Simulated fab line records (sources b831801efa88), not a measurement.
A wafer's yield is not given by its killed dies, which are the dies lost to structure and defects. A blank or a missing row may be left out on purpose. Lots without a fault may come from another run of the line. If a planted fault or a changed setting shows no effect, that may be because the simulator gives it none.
Chamber matching / flow sky130 / rieDiel-03 running SKY_LI_CONTACT_ETCH_15: 4 sister chambers
The step etches PSG in C4F8/O2/Ar, stops on Si, target depth 600 nm. 4 wafers are shown with their chamber, then 9 later ones without.

## WAFERS, EACH WITH ITS CHAMBER
wafer=L086.3; chamber=0; oesProductAu (a.u.)=0.841
wafer=L086.5; chamber=3; oesProductAu (a.u.)=0.834
wafer=L088.4; chamber=2; oesProductAu (a.u.)=0.838
wafer=L088.6; chamber=1; oesProductAu (a.u.)=0.843

## WAFERS WITHOUT THEIR CHAMBER
wafer=L089.1; oesProductAu (a.u.)=0.833
wafer=L089.3; oesProductAu (a.u.)=0.835
wafer=L089.6; oesProductAu (a.u.)=0.833
wafer=L091.1; oesProductAu (a.u.)=0.841
wafer=L091.2; oesProductAu (a.u.)=0.839
wafer=L091.4; oesProductAu (a.u.)=0.835
wafer=L093.2; oesProductAu (a.u.)=0.842
wafer=L093.3; oesProductAu (a.u.)=0.841
wafer=L093.4; oesProductAu (a.u.)=0.838

## CHAMBER TAKEN BY EACH
wafer=L089.1; from the rows above=3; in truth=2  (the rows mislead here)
wafer=L089.3; from the rows above=3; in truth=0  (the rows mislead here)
wafer=L089.6; from the rows above=3; in truth=3
wafer=L091.1; from the rows above=0; in truth=0
wafer=L091.2; from the rows above=can't be placed: 2 or 0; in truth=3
wafer=L091.4; from the rows above=3; in truth=3
wafer=L093.2; from the rows above=can't be placed: 0 or 1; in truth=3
wafer=L093.3; from the rows above=0; in truth=0
wafer=L093.4; from the rows above=2; in truth=2
5 of 9 placed correctly. From these rows, 2 cannot be placed; in 0 the true chamber is one of the candidates. Placed wrongly: 2.
How it was worked out, from the rows above alone: a wafer's distance from a chamber is the root of the sum, over the readings, of the square of ((its reading less the chamber's mean) divided by the reading's scatter). The wafer belongs to the nearest chamber; if the next one is less than 2 further off, it can't be placed. The mean given for a chamber averages the wafers shown for that chamber. The scatter (one wafer shown for each chamber): square how far every hidden wafer sits from the nearest shown wafer, average those squares and take the square root.
